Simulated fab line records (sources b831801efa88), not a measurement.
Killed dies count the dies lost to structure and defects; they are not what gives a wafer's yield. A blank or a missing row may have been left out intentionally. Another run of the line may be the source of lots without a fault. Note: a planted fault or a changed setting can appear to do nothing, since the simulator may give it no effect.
Chamber matching | flow gf180mcu | GF_V4_CMP_26 on cmp-01 has 4 sister chambers
The step polishes, stops on SiO2, t overpolish 15 s, target thk 0 nm. 14 wafers are shown with their chamber, then 7 later ones without.

WAFERS WITH THEIR CHAMBER
wafer  | chamber | motor-current-A (A) | time-to-endpoint-s (s) | head-pressure-psi (psi)
L452.1 | 3       | 11.6                | 85                     | 3.502
L452.2 | 2       | 10.2                | 86                     | 3.495
L452.6 | 3       | 11.9                | 88                     | 3.511
L453.2 | 1       | 12.5                | 84                     | 3.496
L453.5 | 1       | 12.6                | 87                     | 3.510
L453.6 | 0       | 9.6                 | 82                     | 3.495
L454.3 | 3       | 11.9                | 89                     | 3.495
L454.4 | 0       | 9.6                 | 82                     | 3.487
L454.6 | 3       | 11.9                | 87                     | 3.489
L457.1 | 1       | 12.6                | 88                     | 3.488
L457.2 | 2       | 9.8                 | 86                     | 3.504
L457.5 | 3       | 12.4                | 91                     | 3.506
L460.1 | 2       | 9.9                 | 88                     | 3.505
L460.4 | 0       | 9.6                 | 87                     | 3.492

SIGNATURES (means of the wafers above)
reading            | chamber 0 | chamber 1 | chamber 2 | chamber 3 | scatter within a chamber
motor-current-A    | 9.600     | 12.567    | 9.967     | 11.940    | 0.206
time-to-endpoint-s | 83.67     | 86.33     | 86.67     | 88.00     | 2.19
head-pressure-psi  | 3.49133   | 3.49800   | 3.50133   | 3.50060   | 0.00804
Rule: a wafer lies at a distance from a chamber equal to the root of the sum of squares, over the readings, of (its reading less the chamber's mean, divided by the reading's scatter). If the next closest chamber is less than 2 further off than the closest, the wafer can't be placed; otherwise it belongs to the closest. The scatter is the square root of a quotient: the sum, over the shown wafers, of each reading's squared deviation from its chamber's mean, divided by wafers minus chambers.

WAFERS WITHOUT THEIR CHAMBER
wafer  | motor-current-A (A) | time-to-endpoint-s (s) | head-pressure-psi (psi)
L460.6 | 9.6                 | 84                     | 3.496
L462.2 | 10.4                | 83                     | 3.495
L462.4 | 9.4                 | 85                     | 3.503
L462.5 | 10.3                | 83                     | 3.499
L473.1 | 12.9                | 86                     | 3.498
L473.5 | 12.4                | 90                     | 3.497
L473.6 | 9.6                 | 85                     | 3.502

WHICH CHAMBER EACH ONE RAN IN
wafer  | from the rows above     | in truth
L460.6 | can't be placed: 0 or 2 | 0
L462.2 | can't be placed: 2 or 0 | 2
L462.4 | can't be placed: 0 or 2 | 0
L462.5 | can't be placed: 2 or 0 | 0
L473.1 | 1                       | 1
L473.5 | can't be placed: 1 or 3 | 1
L473.6 | can't be placed: 0 or 2 | 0
Correct placement for 1 of the 7. These rows do not allow placing 6 (true chamber among the candidates in 6). Number placed wrongly: 0.
